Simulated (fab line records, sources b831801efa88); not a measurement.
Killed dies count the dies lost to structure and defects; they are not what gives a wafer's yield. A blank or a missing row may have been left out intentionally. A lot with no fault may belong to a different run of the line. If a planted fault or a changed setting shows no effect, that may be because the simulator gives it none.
Which tool was responsible? + flow sky130 + 13 lots with 39 wafers sampled at 3 steps, on a route of 708 steps

WHAT THE GAUGES SHOWED, per wafer
SKY_LDD_LDN_OVL_MEAS_07.
| lot  | measured     | on         | LDD_LDN_OVL (nm) |
|------|--------------|------------|------------------|
| L657 | day 22 18:08 | overlay-02 | -0.6 1.1 0.5     |
| L659 | day 23 01:17 | overlay-02 | -0.2 -2.2 0.8    |
| L660 | day 24 02:57 | overlay-02 | -0.7 -1.8 -0.1   |
| L662 | day 24 19:14 | overlay-02 | 0.0 1.3 0.1      |
| L665 | day 27 16:04 | overlay-01 | -0.3 2.3 2.0     |
| L663 | day 27 16:17 | overlay-02 | 0.1 0.6 -1.3     |
| L668 | day 27 18:32 | overlay-01 | -1.2 -0.2 -1.2   |
| L666 | day 27 19:07 | overlay-01 | 0.5 -1.3 -2.0    |
| L675 | day 28 20:58 | overlay-01 | -1.2 -0.2 -0.2   |
| L676 | day 29 08:43 | overlay-01 | -1.1 -1.2 -0.2   |
| L677 | day 29 12:40 | overlay-02 | -1.1 0.6 -0.1    |
| L680 | day 31 08:53 | overlay-02 | 1.8 0.3 1.2      |
| L679 | day 31 09:07 | overlay-02 | -0.5 0.2 0.1     |

SKY_POLY_CUT_OVL_MEAS_09.
| lot  | measured     | on         | POLY_CUT_OVL (nm) |
|------|--------------|------------|-------------------|
| L657 | day 24 04:22 | overlay-01 | 16 10 17          |
| L659 | day 24 09:26 | overlay-02 | -1 -4 -3          |
| L660 | day 25 10:23 | overlay-02 | 6 7 10            |
| L662 | day 26 02:14 | overlay-02 | 0 4 5             |
| L665 | day 28 23:28 | overlay-02 | 1 6 4             |
| L663 | day 28 23:49 | overlay-01 | -1 4 3            |
| L668 | day 29 01:47 | overlay-02 | 1 2 -4            |
| L666 | day 29 02:07 | overlay-01 | 3 2 3             |
| L675 | day 30 03:17 | overlay-02 | 3 15 12           |
| L676 | day 30 16:38 | overlay-01 | 1 11 3            |
| L677 | day 30 18:23 | overlay-02 | -7 -4 5           |
| L680 | day 32 14:52 | overlay-01 | -2 1 9            |
| L679 | day 32 14:41 | overlay-02 | 8 4 6             |

SKY_SD_P_CD_MEAS_07 targets a cd of 380 nm.
| lot  | measured     | on       | cdNm (nm)         |
|------|--------------|----------|-------------------|
| L657 | day 25 09:16 | cdSem-01 | 381.4 380.3 380.6 |
| L659 | day 25 14:51 | cdSem-02 | 377.1 378.7 374.9 |
| L660 | day 26 15:02 | cdSem-02 | 379.3 378.3 377.5 |
| L662 | day 27 07:03 | cdSem-01 | 381.2 382.8 381.7 |
| L665 | day 30 02:58 | cdSem-01 | 375.8 376.4 374.8 |
| L663 | day 30 03:37 | cdSem-01 | 377.6 375.4 376.7 |
| L668 | day 30 05:53 | cdSem-01 | 381.4 382.9 380.2 |
| L666 | day 30 06:01 | cdSem-02 | 380.3 379.3 382.5 |
| L675 | day 31 07:01 | cdSem-01 | 377.5 378.1 378.3 |
| L676 | day 31 19:33 | cdSem-02 | 380.3 378.8 381.5 |
| L677 | day 31 21:16 | cdSem-01 | 383.9 384.6 385.0 |
| L680 | day 33 18:08 | cdSem-02 | 381.7 382.6 383.8 |
| L679 | day 33 17:16 | cdSem-01 | 378.7 378.2 376.2 |

EACH LOT AND THE TOOL THAT RAN IT (in order: tool; ch and the chambers of the sampled wafers; start)
No process step before these readings appears in the record.

AS READ BY THE TOOLS THEMSELVES (means over the sampled wafers that have a number; for cases with no such wafer, the mark the record gives instead)
The record holds no such reading with a usual standard deviation.

THE ANSWER, worked out from the rows above alone
Rule: the lots themselves supply what counts as usual. Put in order of their means at a reading, lots are off if they are a third of the lots or fewer, leave a main group of 4 or more, and stand apart from it by a gap of 3 or more times the standard deviation of the main group's means; of several such gaps the widest counts. The tables above print the reading to a certain number of digits; a main group whose means all agree to those digits is not used. A lot without any number at a reading at which 4 lots or more have one is off too. The other lots that the step has rows for count as sound. First the gauges in route order, then the tools' own readings, where a lot's mean is used as printed above. The first step at which some lot is off is used, and at that step the reading that is off furthest; a lot without a number counts as furthest.
No lot is off at any reading shown: from this, nothing can be told.

WHAT HAD BEEN PUT IN BY THE SIMULATOR
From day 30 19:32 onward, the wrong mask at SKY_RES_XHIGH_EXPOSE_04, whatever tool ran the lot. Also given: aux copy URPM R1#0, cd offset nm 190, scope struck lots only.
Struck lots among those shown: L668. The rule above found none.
